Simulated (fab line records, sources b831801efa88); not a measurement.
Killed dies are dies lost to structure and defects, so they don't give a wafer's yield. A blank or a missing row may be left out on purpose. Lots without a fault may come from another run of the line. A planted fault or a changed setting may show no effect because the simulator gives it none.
A struck lot beside a sound one | flow gf180mcu | 36 steps out of a route of 602
Sound: wafers L569.1, L569.5, L569.6. Struck: wafer L579.2. (L579.3 of the same lot was not struck and is left out.) The cause comes at the end.
At each step with rows: each side's tool, then ch and its chambers, then its first start. Under that, the readings that differ: sound wafers | struck wafers | difference of the means | sigmas: that difference in standard deviations of wafers without a fault.
alike: readings whose means differ by less than 2 such deviations, and words and numbers that are the same on both sides. not compared: withheld readings, readings that some wafer has no value for, bounds like >300 that may hide the same value, and numbers for which the record gives no deviation and whose values overlap.
The two part at a step that has a row with sigmas, a row that says differs or no value, or rows on one side only. Numbers that don't overlap but have no deviation are shown without sigmas and don't part them. A reading that every wafer of one side lacks parts them only if that side has two wafers or more.

first, 2 steps without rows for these wafers: GF_M3_PEB_12 (peb time 90 s); GF_M3_DEVELOP_13 (develop time 60 s).
GF_M3_CD_MEAS_14: target cd 280 nm.
  sound on cd_sem-02, day 25 04:53; struck on cd_sem-02, day 28 13:06
  alike: cd_nm
GF_M3_OVL_MEAS_15:
  sound on overlay-02, day 25 05:01; struck on overlay-01, day 28 13:12
  alike: M3_OVL
GF_M3_METAL_ETCH_16: etches the open film in Cl2/BCl3, stops on SiO2, target depth 750.8 nm, time 125.1 s.
  sound on rie_metal-03 ch 0,1, day 25 05:02; struck on rie_metal-02 ch 1, day 28 13:14
  alike: bcl3_flow_sccm, drypump_motor_current_A, oes_product_au, rf_fwd_power_W, throttle_valve_pct
  not compared: rf_hours_counter_h
then, 4 steps without rows for these wafers: GF_M3_STRIP_17 (strips in O2/N2); GF_M3_STRIP_18 (strips in post etch residue remover, time 1200 s); GF_M3_CLEAN_19 (cleans in DIW); GF_V3_CVD_00 (deposits SiO2, target thk 600 nm, time 100 s).
GF_V3_THK_MEAS_01:
  sound on film_metro-02, day 25 05:50; struck on film_metro-02, day 28 13:59
  alike: V3_CVD_00_THK
GF_V3_CVD_02: deposits SiO2 from TEOS, target thk 850 nm, time 94.851 s.
  sound on pecvd-02 ch 0,2, day 25 05:54; struck on pecvd-01 ch 1, day 28 14:02
  alike: heater_power_w, rf_fwd_power_W
  not compared: since_wet_clean_h
GF_V3_THK_MEAS_03:
  sound on film_metro-01, day 25 05:58; struck on film_metro-01, day 28 14:07
  alike: V3_CVD_02_THK
GF_V3_CMP_04: polishes SiO2.
  sound on cmp-01 ch 0,3, day 25 06:05; struck on cmp-01 ch 2, day 28 14:13
  reading                             | sound             | struck | difference | sigmas
  time_to_endpoint_s (s)              | 73 78 82          | 59     | -19        | -3
  model.SiO2_of_V3_CVD_02.thk_nm (nm) | 632.4 634.1 633.9 | 695.9  | +62.4      |
  alike: motor_current_A, slurry_filter_dp_kPa
GF_V3_BOW_MEAS_05:
  sound on film_metro-03, day 25 06:20; struck on film_metro-03, day 28 14:29
  alike: V3_BOW
then, 8 steps without rows for these wafers: GF_V3_DEHYDRATE_06 (time 60 s); GF_V3_HMDS_07 (prime time 60 s); GF_V3_COAT_08; GF_V3_COAT_09 (resist thk 1000 nm); GF_V3_SOFTBAKE_10 (time 60 s); GF_V3_EXPOSE_11 (exposes mask Via3, target cd 260 nm); GF_V3_PEB_12 (peb time 90 s); GF_V3_DEVELOP_13 (develop time 60 s).
GF_V3_CD_MEAS_14: target cd 260 nm.
  sound on cd_sem-01, day 26 03:31; struck on cd_sem-02, day 29 09:41
  alike: cd_nm
GF_V3_OVL_MEAS_15:
  sound on overlay-02, day 26 03:38; struck on overlay-02, day 29 09:47
  alike: V3_OVL
then, 1 step without rows for these wafers: GF_V3_ETCH_16 (etches BARC in N2/H2).
GF_V3_ETCH_17: etches SiO2 in C4F8/O2/Ar, stops on TiN, target depth 635 nm.
  sound on rie_diel-02 ch 0,1; struck on rie_diel-01 ch 1
  reading                        | sound             | struck | difference | sigmas
  oes_product_au (a.u.)          | 0.856 0.858 0.852 | 0.903  | +0.048     | +12
  model.V3.feature_depth_nm (nm) | 632.4 634.1 633.9 | 695.9  | +62.4      |
  model.etch.depth_nm (nm)       | 632.4 634.1 633.9 | 695.9  | +62.4      |
  alike: rf_fwd_power_W
GF_V3_STRIP_18: strips in O2/N2.
  sound on plasma_asher-04 ch 0,1, day 26 03:47; struck on plasma_asher-04 ch 1, day 29 09:56
  alike: drypump_motor_current_A, heater_power_w, oes_product_au
  not compared: rf_hours_counter_h
then, 2 steps without rows for these wafers: GF_V3_STRIP_19 (strips in post etch residue remover, time 1200 s); GF_V3_CLEAN_20 (cleans in DIW).
GF_V3_SPUTTER_21: material Ti, target thk 15 nm, time 80.02 s.
  sound on pvd_sputter-03, day 26 04:20; struck on pvd_sputter-02, day 29 10:29
  alike: throttle_valve_pct
then, 2 steps without rows for these wafers: GF_V3_SPUTTER_22 (material TiN, target thk 10 nm, time 40 s); GF_V3_CVD_23 (deposits W, target thk 350 nm, time 104.9 s).
GF_V3_RS_MEAS_24: measures by four-point-probe.
  sound on film_metro-01, day 26 04:33; struck on film_metro-01, day 29 10:43
  alike: V3_W_RS
GF_V3_THK_MEAS_25: measures by xrf.
  sound on film_metro-01, day 26 04:40; struck on film_metro-01, day 29 10:49
  alike: V3_W_THK
GF_V3_CMP_26: polishes, stops on SiO2, t overpolish 15 s, target thk 0 nm.
  sound on cmp-01 ch 1,2, day 26 04:47; struck on cmp-02 ch 3, day 29 10:52
  reading                             | sound             | struck | difference | sigmas
  model.SiO2_of_V3_CVD_02.thk_nm (nm) | 628.6 630.3 630.1 | 692.1  | +62.4      |
  alike: motor_current_A, slurry_filter_dp_kPa
GF_M4_SPUTTER_00: material Ti, target thk 37.5 nm, time 150 s.
  sound on pvd_sputter-04, day 26 05:02; struck on pvd_sputter-01, day 29 11:10
  alike: throttle_valve_pct

WHERE THEY PART
First at GF_V3_CMP_04; last, within this record, at GF_V3_ETCH_17. Later steps at which nothing parts them and some readings are alike: GF_V3_STRIP_18, GF_V3_SPUTTER_21, GF_V3_RS_MEAS_24, GF_V3_THK_MEAS_25, GF_V3_CMP_26, GF_M4_SPUTTER_00.

WHY: what the simulator had put in
Process parameter drift: cmp-01, from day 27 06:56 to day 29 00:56, at GF_V3_CMP_04. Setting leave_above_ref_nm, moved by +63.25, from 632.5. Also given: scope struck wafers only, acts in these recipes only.
